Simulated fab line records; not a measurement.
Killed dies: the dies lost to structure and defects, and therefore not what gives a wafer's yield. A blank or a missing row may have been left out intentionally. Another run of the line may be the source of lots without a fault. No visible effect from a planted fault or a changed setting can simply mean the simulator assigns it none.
fab line records    flow sky130
record: lots: 5  wafers: 15  last_day: 50
route steps=708 shown LI_CONTACT@364 PAD_OPEN@708
lots that met no fault: from a run of the same line without faults
start_h: the number of hours between the record's first day and the start of the first shown wafer of the lot    wait_h: time in hours since the lot's previous step    " the same as in the row above    L1.1+2: one row covering several wafers at once    - either no value or no given start    * or withheld: withheld    < > ~ a bound
route shown NAME@n: NAME is a module with steps in the file, n the number in the route of the first one    usual: mean/standard deviation of fault-free wafers    same: alike in all rows    chamber/n: place in a boat    sites: readings site by site    _std_site: the values' standard deviation    _edge_site: mean of outer sites minus mean of inner sites    radius_mm: for every site, how far away it sits from the centre of the wafer    mask NAME#n: copy n    behind: the most recent tool/chamber to have shaped the wafer    hold: why the lot went on hold/how many hours it stayed there/how the hold came to an end    device: names the non-switching transistor (n, p or np)    end of line: the tests these same wafers got at the end of their route    step lacking rows: just its recipe    killed: the dies lost at the first sort to structure and to defects; this is not the yield of the wafer    map: dies across one wafer; x = killed, . = not, _ = none there
set.NAME: the run value of the setting; set.NAME@STEP: its run value at that earlier step    model.NAME: the simulator's own value behind a step, which no gauge read
certain route steps with their lots: each step a table, each wafer a row
services: a tool's chamber out of use, with start hour (start_h, from the record's first day; less than 0 if before it), hours out, and reason
== steps ==
step: SKY_LI_CONTACT_CMP_02
recipe: material: PSG  down_force_psi: 4  platen_rpm: 60  pad_velocity_m_s: 0.94248
usual: motor_current_A: 11.6/1.2  retaining_ring_pressure_frac: 1.001/0.0048  time_to_endpoint_s: 32.4/2.6
lot.wafer  tool    chamber  start_h  wait_h  motor_current_A  retaining_ring_pressure_frac  time_to_endpoint_s
L914.3     cmp-01  1        687.16   0.0     10.3             0.994                         33.8
L914.1     "       3        "        "       13.3             0.998                         35.9
L914.6     "       1        "        "       10.1             0.990                         32.7
L915.1     cmp-02  2        697.12   0.2     11.6             0.988                         31.4
L915.5     "       2        "        "       11.9             0.990                         29.0
L915.6     "       3        "        "       11.8             1.001                         30.5
L924.4     cmp-02  2        756.80   0.0     12.1             0.999                         29.2
L924.1     "       1        "        "       12.2             1.004                         31.1
L924.5     "       3        "        "       12.2             1.000                         30.8
L929.2     cmp-02  3        792.31   0.1     12.5             1.004                         28.7
L929.3     "       0        "        "       11.8             1.000                         31.1
L929.5     "       2        "        "       12.6             0.996                         28.2
L931.3     cmp-01  3        806.30   0.0     12.4             1.006                         34.5
L931.1     "       0        "        "       9.3              0.997                         33.9
L931.4     "       1        "        "       10.3             1.002                         36.5
step: SKY_LI_CONTACT_BOW_MEAS_03
recipe: mode: bow
usual: LI_CONTACT_BOW: 55/6.2
lot.wafer  tool           chamber  start_h  wait_h  LI_CONTACT_BOW[um]
L914.1     film_metro-01  -        687.46   0.1     49
L914.3     "              -        "        "       49
L914.6     "              -        "        "       60
L915.1     film_metro-03  -        697.42   0.2     56
L915.5     "              -        "        "       53
L915.6     "              -        "        "       63
L924.1     film_metro-01  -        757.10   0.1     63
L924.4     "              -        "        "       53
L924.5     "              -        "        "       52
L929.2     film_metro-03  -        792.58   0.2     59
L929.3     "              -        "        "       56
L929.5     "              -        "        "       44
L931.1     film_metro-04  -        806.60   0.2     58
L931.3     "              -        "        "       46
L931.4     "              -        "        "       55
step: SKY_LI_CONTACT_DEHYDRATE_04
recipe: temp_c: 200  time_s: 60
step: SKY_LI_CONTACT_HMDS_05
recipe: prime_time_s: 60  prime_temp_c: 120
step: SKY_LI_CONTACT_COAT_06
recipe: resist: BARC  temp_c: withheld  time_s: withheld  spin_rpm: 3000  resist_thk_nm: 60
step: SKY_LI_CONTACT_COAT_07
recipe: resist: KrF-thick  spin_rpm: 3000  resist_thk_nm: 450
step: SKY_LI_CONTACT_SOFTBAKE_08
recipe: temp_c: 100  time_s: 90  resist: KrF-thick
step: SKY_LI_CONTACT_EXPOSE_09
recipe: mask_id: LICM1  na: 0.8  source_shape: annular  sigma_inner: 0.55  sigma_outer: 0.85  target_cd_nm: 170  dose_mj: 38
step: SKY_LI_CONTACT_PEB_10
recipe: peb_temp_c: withheld  peb_time_s: withheld  resist: KrF-thick
step: SKY_LI_CONTACT_DEVELOP_11
recipe: develop_time_s: 60  resist: KrF-thick  dev_temp_c: 21
step: SKY_LI_CONTACT_CD_MEAS_12
recipe: target_cd_nm: 170
usual: cd_nm: 170.1/1.5
lot.wafer  tool       chamber  start_h  wait_h  cd_nm
L914.1     cd_sem-01  -        715.47   -       173.3
L914.3     "          -        "        "       171.4
L914.6     "          -        "        "       171.4
L915.1     cd_sem-02  -        725.86   -       168.7
L915.5     "          -        "        "       168.9
L915.6     "          -        "        "       169.9
L924.1     cd_sem-01  -        784.45   -       168.8
L924.4     "          -        "        "       170.8
L924.5     "          -        "        "       170.7
L929.2     cd_sem-01  -        818.07   -       172.5
L929.3     "          -        "        "       173.7
L929.5     "          -        "        "       172.3
L931.1     cd_sem-02  -        832.48   -       171.0
L931.3     "          -        "        "       168.7
L931.4     "          -        "        "       171.7
step: SKY_LI_CONTACT_OVL_MEAS_13
usual: LI_CONTACT_OVL: 3/5
lot.wafer  tool        chamber  start_h  wait_h  LI_CONTACT_OVL[nm]
L914.1     overlay-02  -        715.59   0.1     6
L914.3     "           -        "        "       2
L914.6     "           -        "        "       3
L915.1     overlay-01  -        725.98   0.1     3
L915.5     "           -        "        "       3
L915.6     "           -        "        "       -4
L924.1     overlay-01  -        784.61   0.1     -3
L924.4     "           -        "        "       -2
L924.5     "           -        "        "       0
L929.2     overlay-02  -        818.18   0.1     13
L929.3     "           -        "        "       13
L929.5     "           -        "        "       5
L931.1     overlay-01  -        832.60   0.1     5
L931.3     "           -        "        "       2
L931.4     "           -        "        "       0
step: SKY_LI_CONTACT_ETCH_14
recipe: chemistry: N2/H2  target: BARC  ion_energy_ev: 200  source_w: 500  bias_w: 100  pressure_mtorr: 30  n2_flow_sccm: 100  h2_flow_sccm: 200  stop_on: SiO2  time_s: 45.9  target_depth_a: 600
usual: drypump_motor_current_A: 5.5/0.46  oes_product_au: 0.855/0.0051  run_length_s: 74.3/0.32  throttle_valve_pct: 13.227/0.0081
lot.wafer  tool         chamber  start_h  wait_h  drypump_motor_current_A  oes_product_au  rf_hours_counter_h  run_length_s  throttle_valve_pct  model.KrF-thick_of_LI_CONTACT_COAT_07.thk_nm  model.LI_CONTACT.cd_nm  model.SiO2_of_SONOS_ONO_CVD_04.thk_nm
L914.1     rie_diel-01  1        715.63   0.0     6.1                      0.859           15                  74.6          13.216              394.7                                         172.6                   3.879
L914.3     "            2        "        "       5.9                      0.860           11                  74.2          13.234              395.4                                         170.5                   3.992
L914.6     "            0        "        "       6.0                      0.853           -                   75.0          13.226              396.2                                         170.9                   3.953
L915.1     rie_diel-02  0        726.02   0.0     5.4                      0.848           4                   74.2          13.230              391.3                                         169.2                   4.488
L915.5     "            1        "        "       5.0                      0.850           -                   74.2          13.216              393.2                                         169.1                   4.395
L915.6     "            0        "        "       5.4                      0.852           -                   74.1          13.240              391.7                                         170.2                   4.309
L924.1     rie_diel-02  3        784.64   0.0     5.0                      0.620           1                   117.3         13.205              353.3                                         177.5                   2.393
L924.4     "            2        "        "       6.0                      0.857           28                  74.5          13.230              394.5                                         171.2                   4.309
L924.5     "            0        "        "       5.4                      0.860           -                   74.1          13.232              393.9                                         171.7                   4.38
L929.2     rie_diel-01  3        818.21   0.0     4.8                      0.861           16                  74.0          13.216              394.3                                         172.5                   4.129
L929.3     "            2        "        "       5.9                      0.866           13                  74.4          13.218              393.7                                         172.5                   4.271
L929.5     "            2        "        "       5.9                      0.859           -                   74.5          13.232              394                                           171.5                   4.238
L931.1     rie_diel-04  0        832.64   0.0     5.1                      0.841           9                   74.1          13.237              393.3                                         171.2                   4.374
L931.3     "            3        "        "       6.0                      0.857           17                  73.8          13.241              391.5                                         168.8                   4.425
L931.4     "            1        "        "       5.8                      0.856           14                  74.1          13.228              393                                           172                     4.406
step: SKY_LI_CONTACT_ETCH_15
recipe: target: PSG  chemistry: C4F8/O2/Ar  stop_on: Si  taper_deg: 4.15  mask_material: KrF-thick  source_w: 1500  bias_w: 1200  pressure_mtorr: 40  c4f8_flow_sccm: withheld  O2_flow_sccm: 6  Ar_flow_sccm: 300  time_s: withheld  target_depth_a: 6000
usual: oes_product_au: 0.837/0.0049
lot.wafer  tool         chamber  start_h  wait_h  oes_product_au  model.KrF-thick_of_LI_CONTACT_COAT_07.thk_nm  model.LI_CONTACT.cd_nm
L914.1     rie_diel-01  1        715.67   0.0     0.836           233.9                                         172.8
L914.3     "            2        "        "       0.840           235.3                                         170.7
L914.6     "            0        "        "       0.839           235.9                                         170.8
L915.1     rie_diel-02  0        726.08   0.0     0.843           229.1                                         169.3
L915.5     "            1        "        "       0.841           229.9                                         169
L915.6     "            0        "        "       0.837           229                                           170
L924.1     rie_diel-02  3        784.68   0.0     0.835           192.6                                         177.9
L924.4     "            2        "        "       0.840           234.9                                         171.7
L924.5     "            0        "        "       0.836           234.5                                         171.6
L929.2     rie_diel-01  3        818.25   0.0     0.839           238.2                                         172.6
L929.3     "            2        "        "       0.835           234.1                                         172.7
L929.5     "            2        "        "       0.834           232.5                                         171.5
L931.1     rie_diel-04  0        832.68   0.0     0.836           231.1                                         171.1
L931.3     "            3        "        "       0.843           228.7                                         168.6
L931.4     "            1        "        "       0.839           230.9                                         172.1
step: SKY_LI_CONTACT_STRIP_16
recipe: chemistry: O2/N2  power_w: 1400  pressure_mtorr: 1500  platen_temp_c: withheld  o2_flow_sccm: 3000  n2_flow_sccm: 300  overash_fraction: 0.5
usual: drypump_motor_current_A: 5.35/0.29  oes_product_au: 0.376/0.0046  strip_time_to_endpoint_s: 3.499/0.03
lot.wafer  tool             chamber  start_h  wait_h  drypump_motor_current_A  oes_product_au  rf_hours_counter_h  strip_time_to_endpoint_s
L914.1     plasma_asher-03  0        715.75   -       5.60                     0.372           58                  3.523
L914.3     "                0        "        "       5.62                     0.375           -                   3.532
L914.6     "                0        "        "       5.62                     0.380           -                   3.545
L915.1     plasma_asher-01  0        726.21   -       5.44                     0.377           90                  3.472
L915.5     "                1        "        "       4.89                     0.373           -                   3.465
L915.6     "                0        "        "       5.42                     0.375           -                   3.489
L924.1     plasma_asher-04  0        784.77   -       5.08                     0.362           4                   3.085
L924.4     "                0        "        "       5.11                     0.379           -                   3.544
L924.5     "                0        "        "       5.09                     0.381           -                   3.527
L929.2     plasma_asher-03  1        818.33   -       5.70                     0.389           69                  3.576
L929.3     "                0        "        "       5.59                     0.379           -                   3.530
L929.5     "                1        "        "       5.70                     0.378           -                   3.518
L931.1     plasma_asher-03  0        832.76   -       5.59                     0.373           70                  3.484
L931.3     "                0        "        "       5.58                     0.381           -                   3.472
L931.4     "                1        "        "       5.71                     0.381           -                   3.494
step: SKY_LI_CONTACT_CLEAN_17
recipe: chemistry: NMP  time_s: 600  temp_c: 60  dry: n2_spin
step: SKY_PAD_OPEN_PROBE_99
usual: killed_at_M0_to_M3: 43/6.9  killed_at_M4_up: 3.1/1.8  killed_at_contacts: 24/5.1  killed_at_front_end: 15/4.8  killed_at_other: 0.3/0.48  killed_dies: 86/8.9  killed_open: 47/6.8  killed_short: 39/6.3
same: gross_dies: 492  killed_at_back_side: 0
lot.wafer  tool       chamber  start_h  wait_h  killed_at_M0_to_M3  killed_at_M4_up  killed_at_contacts  killed_at_front_end  killed_at_other  killed_dies  killed_open  killed_short  model.etest.licon_pdiff.rc_ohm  model.etest.licon_high_po.rc_ohm  model.etest.licon_ndiff.rc_ohm  model.etest.licon_poly.rc_ohm
L914.1     prober-01  -        1103.09  0.1     38                  1                23                  20                   0                82           53           29            577.9                           349.3                             174.3                           147.4
L914.3     prober-01  -        1103.19  0.2     39                  4                21                  11                   0                75           36           39            597.1                           354.8                             184.6                           153.1
L914.6     prober-01  -        1103.34  0.2     37                  4                17                  21                   0                79           44           35            589.9                           346.2                             183.1                           154.7
L915.1     prober-01  -        1114.70  0.1     43                  1                26                  16                   1                87           53           33            582                             341.2                             176.6                           150.7
L915.5     prober-01  -        1114.90  0.2     51                  0                18                  17                   1                87           53           33            571.9                           355.9                             177.7                           151.9
L915.6     prober-01  -        1114.95  0.2     51                  3                14                  14                   0                82           40           42            590                             354.5                             180.6                           150
L924.1     prober-01  -        1154.33  0.1     58                  4                20                  16                   0                98           55           43            578                             335.8                             170.9                           142.5
L924.4     prober-01  -        1154.48  0.2     43                  6                23                  15                   1                88           49           39            563.5                           348.6                             182.9                           149.1
L924.5     prober-01  -        1154.53  0.2     44                  2                26                  13                   1                86           46           40            565.4                           363.4                             185.6                           153.2
L929.2     prober-02  -        1176.32  0.1     42                  4                24                  12                   0                82           41           41            580.1                           333.1                             183.2                           154.5
L929.3     prober-02  -        1176.37  0.2     43                  1                30                  8                    0                82           45           36            574.6                           350.2                             184.8                           153.1
L929.5     prober-02  -        1176.47  0.2     46                  3                25                  7                    1                82           46           35            563.3                           339.3                             179.6                           151.3
L931.1     prober-02  -        1189.02  0.1     47                  3                20                  18                   0                88           42           46            557.6                           357.2                             174.5                           149.9
L931.3     prober-02  -        1189.12  0.2     58                  5                24                  13                   0                100          60           39            564.4                           358.3                             181                             151.2
L931.4     prober-02  -        1189.17  0.2     42                  1                20                  18                   0                81           44           37            581.7                           359.9                             182                             155.2
killed by level:class
L914.1 CONTACT:geometric_particle:open=12 VIA1:geometric_particle:open=12 POLY_GATE:geometric_particle:short=7 VIA3:geometric_particle:open=7 POLY_GATE:geometric_particle:open=4 LI_CONTACT:geometric_particle:open=4 METAL1:geometric_particle:short=4 FIELD_ISO:geometric_particle:open=3
L914.3 VIA1:geometric_particle:open=9 LOCAL_INTERCONNECT:geometric_particle:short=7 LI_CONTACT:geometric_particle:open=7 METAL2:geometric_particle:short=7 METAL3:geometric_particle:short=6 CONTACT:geometric_particle:open=5 METAL1:geometric_particle:short=4 FIELD_ISO:geometric_particle:open=3
L914.6 LI_CONTACT:geometric_particle:open=9 VIA1:geometric_particle:open=6 METAL2:geometric_particle:short=6 VIA3:geometric_particle:open=6 METAL3:geometric_particle:short=5 VIA2:geometric_particle:open=5 FIELD_ISO:geometric_particle:short=4 METAL4:geometric_particle:short=4
L915.1 CONTACT:geometric_particle:open=13 METAL2:geometric_particle:short=11 VIA1:geometric_particle:open=9 LI_CONTACT:geometric_particle:open=6 VIA2:geometric_particle:open=6 VIA3:geometric_particle:open=6 POLY_GATE:geometric_particle:short=4 POLY_GATE:geometric_particle:open=4
L915.5 VIA1:geometric_particle:open=10 METAL1:geometric_particle:short=8 VIA3:geometric_particle:open=8 LI_CONTACT:geometric_particle:open=7 VIA2:geometric_particle:open=7 CONTACT:geometric_particle:open=6 FIELD_ISO:geometric_particle:short=5 METAL2:geometric_particle:short=5
L915.6 VIA1:geometric_particle:open=7 CONTACT:geometric_particle:open=7 METAL1:geometric_particle:short=7 VIA1:geometric_particle:short=6 METAL2:geometric_particle:short=6 VIA2:geometric_particle:open=5 VIA3:geometric_particle:open=5 POLY_GATE:geometric_particle:short=4
L924.1 VIA1:geometric_particle:open=16 LI_CONTACT:geometric_particle:open=11 VIA1:geometric_particle:short=7 FIELD_ISO:geometric_particle:short=6 METAL2:geometric_particle:short=6 VIA2:geometric_particle:open=6 VIA3:geometric_particle:open=6 CONTACT:geometric_particle:open=5
L924.4 VIA1:geometric_particle:open=14 CONTACT:geometric_particle:open=10 FIELD_ISO:geometric_particle:short=7 VIA2:geometric_particle:open=7 VIA3:geometric_particle:open=6 METAL4:geometric_particle:short=6 POLY_GATE:geometric_particle:short=5 LI_CONTACT:geometric_particle:open=5
L924.5 CONTACT:geometric_particle:open=11 VIA1:geometric_particle:short=7 VIA2:geometric_particle:open=6 LI_CONTACT:geometric_particle:open=6 VIA1:geometric_particle:open=6 METAL2:geometric_particle:short=6 VIA3:geometric_particle:open=5 POLY_GATE:geometric_particle:open=4
L929.2 CONTACT:geometric_particle:open=9 VIA1:geometric_particle:open=7 VIA1:geometric_particle:short=7 VIA2:geometric_particle:open=7 METAL1:geometric_particle:short=6 LI_CONTACT:geometric_particle:open=5 CONTACT:geometric_particle:short=4 VIA3:geometric_particle:short=4
L929.3 VIA1:geometric_particle:open=11 CONTACT:geometric_particle:open=10 CONTACT:geometric_particle:short=7 LI_CONTACT:geometric_particle:open=6 VIA1:geometric_particle:short=6 VIA3:geometric_particle:open=4 LI_CONTACT:geometric_particle:short=4 METAL2:geometric_particle:open=4
L929.5 CONTACT:geometric_particle:open=12 VIA1:geometric_particle:open=9 VIA1:geometric_particle:short=8 VIA2:geometric_particle:open=5 LI_CONTACT:geometric_particle:open=4 METAL3:geometric_particle:short=4 VIA3:geometric_particle:open=4 POLY_GATE:geometric_particle:open=3
L931.1 VIA1:geometric_particle:open=8 CONTACT:geometric_particle:open=8 FIELD_ISO:geometric_particle:short=7 VIA2:geometric_particle:open=6 METAL1:geometric_particle:short=6 VIA3:geometric_particle:open=6 VIA1:geometric_particle:short=5 FIELD_ISO:geometric_particle:open=4
L931.3 VIA1:geometric_particle:open=15 CONTACT:geometric_particle:open=12 METAL1:geometric_particle:short=10 VIA3:geometric_particle:open=6 LI_CONTACT:geometric_particle:open=5 METAL2:geometric_particle:short=5 VIA2:geometric_particle:open=5 FIELD_ISO:geometric_particle:open=4
L931.4 VIA1:geometric_particle:open=11 LOCAL_INTERCONNECT:geometric_particle:short=7 VIA2:geometric_particle:open=7 VIA3:geometric_particle:open=5 LI_CONTACT:geometric_particle:open=5 FIELD_ISO:geometric_particle:short=4 POLY_GATE:geometric_particle:short=4 CONTACT:geometric_particle:open=4
== services ==
tool             chamber  start_h  hours  kind
rie_diel-01      2        663.90   16.6   repair
plasma_asher-03  -        664.83   2.4    repair
rie_diel-02      1        682.16   4.2    repair
rie_diel-04      -        690.09   2.8    pm
rie_diel-01      0        694.52   5.6    repair
rie_diel-04      2        695.05   4.0    repair
rie_diel-04      0        696.78   2.6    repair
rie_diel-01      3        701.86   15.4   repair
rie_diel-02      0        705.45   3.9    repair
plasma_asher-01  -        705.47   2.8    pm
plasma_asher-03  -        711.42   1.4    repair
plasma_asher-01  -        718.46   6.4    repair
rie_diel-02      2        722.81   6.1    repair
rie_diel-02      -        727.16   0.4    repair
rie_diel-04      3        728.14   5.7    repair
plasma_asher-04  -        733.75   9.0    pm
rie_diel-02      -        739.14   3.0    repair
cmp-02           -        744.00   4.0    pm
plasma_asher-03  -        750.34   0.6    repair
rie_diel-01      0        766.27   5.0    repair
cmp-02           -        777.18   0.8    repair
rie_diel-04      2        779.01   3.4    repair
rie_diel-02      -        781.42   1.3    repair
cmp-02           -        815.35   4.6    pm
== key ==
first_sign: step: SKY_LI_CONTACT_ETCH_14  reading: run_length_s  direction: up  sigmas: 99+  usual: *  struck: *
effect: step: SKY_LI_CONTACT_ETCH_14  reading: oes_product_au  direction: down  sigmas: 46  usual: 0.855  struck: 0.620
effect: step: SKY_LI_CONTACT_STRIP_16  reading: strip_time_to_endpoint_s  direction: down  sigmas: 14  usual: *  struck: *
model_effect: step: SKY_LI_CONTACT_ETCH_14  value: KrF-thick_of_LI_CONTACT_COAT_07.thk_nm  without: 394  struck: 353.3
model_effect: step: SKY_LI_CONTACT_ETCH_15  value: KrF-thick_of_LI_CONTACT_COAT_07.thk_nm  without: 233.3  struck: 192.6
model_effect: step: SKY_PAD_OPEN_PROBE_99  value: etest.licon_pdiff.rc_ohm  without: 621.3  struck: 578
met_at SKY_LI_CONTACT_ETCH_14
struck_wafers L924.1
tester_left_out L924
fault: kind: process_parameter_drift  tool: rie_diel-02  chamber: 3  onset_h: 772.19  steps: SKY_LI_CONTACT_ETCH_14  channel: time_s  offset: *  shape: step  end_h: 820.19  acts_in: *  stated: *
tester_left_out: of these lots the tester's yield and bins aren't shown, on N5 and GAA mostly nor the transistor test; their killed dies are dies lost to structure and defects alone, not to doping, threshold or leakage, so they don't give the yield
